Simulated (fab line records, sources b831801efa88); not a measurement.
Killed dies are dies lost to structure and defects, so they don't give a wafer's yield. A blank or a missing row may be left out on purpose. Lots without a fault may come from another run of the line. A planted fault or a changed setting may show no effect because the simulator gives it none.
One fault seen from 2 desks | flow gf180mcu | each desk has only its own numbers; what lay behind them comes last

THE TOOL OWNER'S DESK: implanter-02
The tool's own readings at GF_VT_IMPLANT_IMPLANT_19: means of the sampled wafers that have a number, for each lot that ran on this tool. A lot is out of limits, marked OUT, if its mean lies more than 4 standard deviations from the usual mean; the brackets give that distance.
Columns: A = dose_ions_cm2 at GF_VT_IMPLANT_IMPLANT_19, usual 4.35e+12; B = end_station_pressure_torr at GF_VT_IMPLANT_IMPLANT_19, usual 5.01e-06 Torr; C = faraday_current_uA at GF_VT_IMPLANT_IMPLANT_19, usual 24.6
lot  | first seen here | A                  | B        | C
L706 | day 6 05:42     | 4.35e+12           | 5.09e-06 | 24.9
L718 | day 9 10:04     | 3.93e+12 (-91) OUT | 5.22e-06 | 22.4 (-4.9) OUT
L720 | day 9 21:09     | 3.93e+12 (-92) OUT | 4.85e-06 | 22.1 (-5.7) OUT
This desk's finding: out of limits on L718, L720; first on L718, day 9 10:04 (dose_ions_cm2 at GF_VT_IMPLANT_IMPLANT_19). In limits: L706.

THE METROLOGY DESK
What the gauges read, lot by lot, whatever tool the lot ran on: means of the sampled wafers that have a number. A lot is out of limits, marked OUT, if its mean lies more than 4 standard deviations from the usual mean; the brackets give that distance.
Columns: A = MVPSD_OVL at GF_MVPSD_OVL_MEAS_07, usual -1.1 nm; B = VT_IMPLANT_2_TW at GF_VT_IMPLANT_TW_MEAS_21, usual 1208; C = VT_IMPLANT_4_TW at GF_VT_IMPLANT_TW_MEAS_43, usual 685; D = cd_nm at GF_HV_LDD_CD_MEAS_19, usual 399.7 nm
lot  | first seen here | A    | B               | C   | D
L706 | day 5 00:34     | -1.7 | 1209            | 684 | 400.1
L707 | day 5 06:04     | -1.0 | 1209            | 686 | 401.9
L708 | day 5 12:22     | -1.8 | 1211            | 686 | 401.9
L709 | day 5 17:48     | -2.9 | 1207            | 687 | 395.5
L710 | day 5 23:22     | -2.2 | 1206            | 685 | 399.1
L715 | day 7 06:54     | -0.5 | 1209            | 685 | 398.6
L718 | day 8 00:48     | -2.3 | 1163 (-9.3) OUT | 681 | 400.7
L720 | day 8 11:07     | -0.5 | 1166 (-8.5) OUT | 684 | 398.2
L721 | day 8 20:20     | -1.5 | 1214            | 682 | 398.4
L722 | day 9 03:37     | -1.6 | 1209            | 683 | 399.0
L723 | day 9 06:39     | -1.1 | 1209            | 683 | 400.1
L728 | day 10 11:12    | -0.8 | 1212            | 687 | 400.6
L729 | day 10 17:35    | -2.6 | 1204            | 693 | 398.4
This desk's finding: out of limits on L718, L720; first on L718, day 9 10:19 (VT_IMPLANT_2_TW at GF_VT_IMPLANT_TW_MEAS_21). In limits: L706, L707, L708, L709, L710, L715, L721, L722, L723, L728, L729.

PUT TOGETHER
The tool owner's desk could have raised an alarm at day 9 10:04, on L718, L720.
The metrology desk could have raised an alarm at day 9 10:19, on L718, L720.
Of the lots named, all ran GF_VT_IMPLANT_IMPLANT_19 on implanter-02.

WHAT THE SIMULATOR HAD PUT IN
Process parameter drift: implanter-02, from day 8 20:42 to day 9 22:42, at GF_VT_IMPLANT_IMPLANT_19. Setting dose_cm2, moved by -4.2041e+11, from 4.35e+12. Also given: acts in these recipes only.
Lots struck among those shown: L718, L720.
Hours from the fault's start to each desk's first reading out of limits: the tool owner's desk, 13; the metrology desk, 14.
